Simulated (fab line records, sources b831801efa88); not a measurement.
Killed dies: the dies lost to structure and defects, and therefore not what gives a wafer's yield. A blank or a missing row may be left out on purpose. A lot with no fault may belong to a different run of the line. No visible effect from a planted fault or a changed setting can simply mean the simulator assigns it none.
Which tool did it? + flow gf180mcu + Sampling: 7 lots, 21 wafers, 3 of 602 route steps

## WHAT THE GAUGES SHOWED, per wafer
GF_TOP_METAL_THK_MEAS_06: measures by xrf.
| lot  | measured     | on            | TOP_METAL_ALCU_THK (nm) |
|------|--------------|---------------|-------------------------|
| L774 | day 27 08:58 | film-metro-03 | 870 873 866             |
| L776 | day 28 01:53 | film-metro-02 | 898 881 893             |
| L778 | day 28 14:19 | film-metro-03 | 871 890 876             |
| L785 | day 31 05:00 | film-metro-02 | 884 901 881             |
| L790 | day 32 10:53 | film-metro-03 | 883 877 893             |
| L794 | day 33 02:31 | film-metro-02 | 889 912 909             |
| L796 | day 33 15:33 | film-metro-01 | 874 899 881             |

## TOOL THAT RAN EACH LOT (tool first, then ch and the chambers of the sampled wafers, then the start)
| lot  | GF_CONTACT_CMP_04             | GF_TOP_METAL_SPUTTER_02      |
|------|-------------------------------|------------------------------|
| L774 | cmp-02 ch 0,2,3, day 15 09:04 | pvd-sputter-02, day 27 08:46 |
| L776 | cmp-01 ch 0,1,2, day 16 00:53 | pvd-sputter-01, day 28 01:40 |
| L778 | cmp-02 ch 0,1,3, day 16 16:02 | pvd-sputter-02, day 28 14:05 |
| L785 | cmp-02 ch 0,1,3, day 19 21:56 | pvd-sputter-03, day 31 04:47 |
| L790 | cmp-02 ch 1,2,3, day 21 14:50 | pvd-sputter-03, day 32 10:41 |
| L794 | cmp-01 ch 0,3, day 22 12:53   | pvd-sputter-01, day 33 02:17 |
| L796 | cmp-02 ch 2,3, day 23 05:20   | pvd-sputter-03, day 33 15:20 |
- GF_CONTACT_CMP_04: polishes SiO2.
- GF_TOP_METAL_SPUTTER_02: material AlCu, target thk 900 nm, time 47.82 s.

## THE ANSWER, worked out from the rows above alone
Rule: the lots themselves supply what counts as usual. The widest of any qualifying gaps counts: lots, ordered by their means at a reading, are off when they make up no more than a third of the lots, leave a main group of 4 or more, and stand apart from it by 3 or more times the standard deviation of that group's means. A main group is skipped when, at the precision printed for the reading in the tables above, its means are all equal. A lot without any number at a reading at which 4 lots or more have one is off too. The other lots that the step has rows for count as sound.
No lot is off on any of the readings shown, so nothing can be concluded from this.

## WHAT WAS PUT IN BY THE SIMULATOR
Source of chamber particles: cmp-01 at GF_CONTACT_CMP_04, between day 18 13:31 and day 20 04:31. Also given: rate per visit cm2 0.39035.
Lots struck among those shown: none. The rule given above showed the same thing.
